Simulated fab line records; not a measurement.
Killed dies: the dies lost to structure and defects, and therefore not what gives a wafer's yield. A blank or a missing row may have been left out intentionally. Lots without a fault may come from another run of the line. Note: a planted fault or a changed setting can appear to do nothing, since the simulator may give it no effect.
A lot that was struck, set against a sound lot ; flow sky130 ; 34 out of 708 route steps
Sound: the wafers L312.3, L312.5, L312.6. Struck: wafers L301.1, L301.2, L301.5. At the end, the cause is stated.
Each step with rows lists, per side, the tool, then ch with its chambers, then its first start. Under that, the readings that differ: sound wafers ; struck wafers ; difference of the means ; sigmas: that difference in standard deviations of wafers without a fault.
alike: words and numbers the same on both sides, and readings whose means are apart by under 2 such deviations; not compared: readings that were withheld, readings missing a value for some wafer, numbers with overlapping values and no deviation given by the record, and bounds like >300 which may hide the same value.
The two part at a step that has a row with sigmas, a row that says differs or no value, or rows on one side only. Numbers that have no deviation but don't overlap get no sigmas and don't part them. A reading that every wafer of one side lacks parts them only if that side has two wafers or more.

first, 10 steps without rows for these wafers: SKY_VIA1_EXPOSE_09 (exposes mask VIM, target cd 150 nm); SKY_VIA1_PEB_10; SKY_VIA1_DEVELOP_11 (develop time 60 s); SKY_VIA1_ETCH_14 (etches BARC in N2/H2, stops on SiO2, time 45.9 s, target depth 60 nm); SKY_VIA1_ETCH_15 (etches SiO2 in C4F8/O2/Ar, stops on TiN, target depth 351 nm, time 54 s); SKY_VIA1_STRIP_16 (strips in O2/N2); SKY_VIA1_STRIP_17 (strips in post etch residue remover, time 1200 s); SKY_VIA1_CLEAN_18 (cleans in IPA, time 180 s); SKY_VIA1_CLEAN_19 (cleans in O3/DIW); SKY_VIA1_SPUTTER_20 (material TiN, target thk 20 nm, time 80 s).
SKY_VIA1_CVD_21: deposits W, target thk 270 nm, time 80.902 s.
  sound on cvd_w-02 ch 0,1, day 41 03:16; struck on cvd_w-02 ch 0,1, day 38 05:03
  alike: heater_power_w
then, 22 steps without rows for these wafers: SKY_VIA1_CMP_24 (polishes, stops on SiO2, t overpolish 15 s, target thk 0 nm); SKY_METAL2_SPUTTER_00 (material Ti, target thk 15 nm, time 10 s); SKY_METAL2_SPUTTER_01 (material TiN, target thk 20 nm, time 16.7 s); SKY_METAL2_SPUTTER_02 (material AlCu, target thk 250 nm, time 13.3 s); SKY_METAL2_SPUTTER_03 (material Ti, target thk 5 nm, time 3.3 s); SKY_METAL2_SPUTTER_04 (material TiN, target thk 70 nm, time 58.3 s); SKY_METAL2_DEHYDRATE_07 (time 60 s); SKY_METAL2_HMDS_08 (prime time 60 s); SKY_METAL2_COAT_09 (resist thk 60 nm); SKY_METAL2_COAT_10 (resist thk 450 nm); SKY_METAL2_SOFTBAKE_11 (time 90 s); SKY_METAL2_EXPOSE_12 (exposes mask MM2, target cd 140 nm); SKY_METAL2_PEB_13; SKY_METAL2_DEVELOP_14 (develop time 60 s); SKY_METAL2_DESCUM_17 (chemistry O2, time 8 s); SKY_METAL2_ETCH_18 (etches BARC in N2/H2, stops on SiO2, time 45.9 s, target depth 60 nm); SKY_METAL2_METAL_ETCH_19 (etches the open film in Cl2/BCl3, stops on SiO2, target depth 360 nm, time 78 s); SKY_METAL2_STRIP_20 (strips in O2/N2); SKY_METAL2_STRIP_21 (strips in post etch residue remover, time 1200 s); SKY_METAL2_CLEAN_22 (cleans in IPA, time 180 s); SKY_METAL2_CLEAN_23 (cleans in O3/DIW); SKY_VIA2_HDPCVD_00 (deposits SiO2, target thk 1180 nm, time 196.7 s).
-- the record jumps here: 11 days lie between the struck wafers' starts before and after (it left off in module VIA2 and takes up again in module PAD_OPEN, whose first step shown is number 708 of the route) --
SKY_PAD_OPEN_PROBE_99:
  sound on prober-02 at day 51 08:49; struck on prober-01 at day 49 10:49
reading;sound;struck;difference;sigmas
defect_limited_yield (%);80.9 82.9 83.7;75.4 79.3 79.7;-4.4;-2
killed_at_M0_to_M3;44 42 34;80 60 65;+28;+4
killed_dies;94 84 80;121 102 100;+22;+2
sort_bin_3_pad_short (%);0.2 0.6 1.0;2.4 1.6 1.8;+1.3;+3
sort_bin_5_function (%);12.6 11.2 8.3;16.7 14.6 12.6;+3.9;+3
sort_n_pass;398 408 412;371 390 392;-22;-2
sort_yield_pct (%);80.9 82.9 83.7;75.4 79.3 79.7;-4.4;-2
model.etest.tester.sort_n_pass;398 408 412;371 390 392;-22;
model.etest.tester.sort_yield_pct (%);80.89 82.93 83.74;75.41 79.27 79.67;-4.40;
model.etest.tester.sort_bin_3_pct (%);0.2033 0.6098 1.016;2.439 1.626 1.829;+1.355;
  alike: killed_at_M4_up, killed_at_contacts, killed_at_front_end, killed_at_other, killed_open, killed_short, sort_bin_6_memory
  not compared: model.etest.tester.sort_bin_5_pct

== WHERE THEY PART ==
Within this record, at SKY_PAD_OPEN_PROBE_99 only.

WHY: the cause the simulator had injected
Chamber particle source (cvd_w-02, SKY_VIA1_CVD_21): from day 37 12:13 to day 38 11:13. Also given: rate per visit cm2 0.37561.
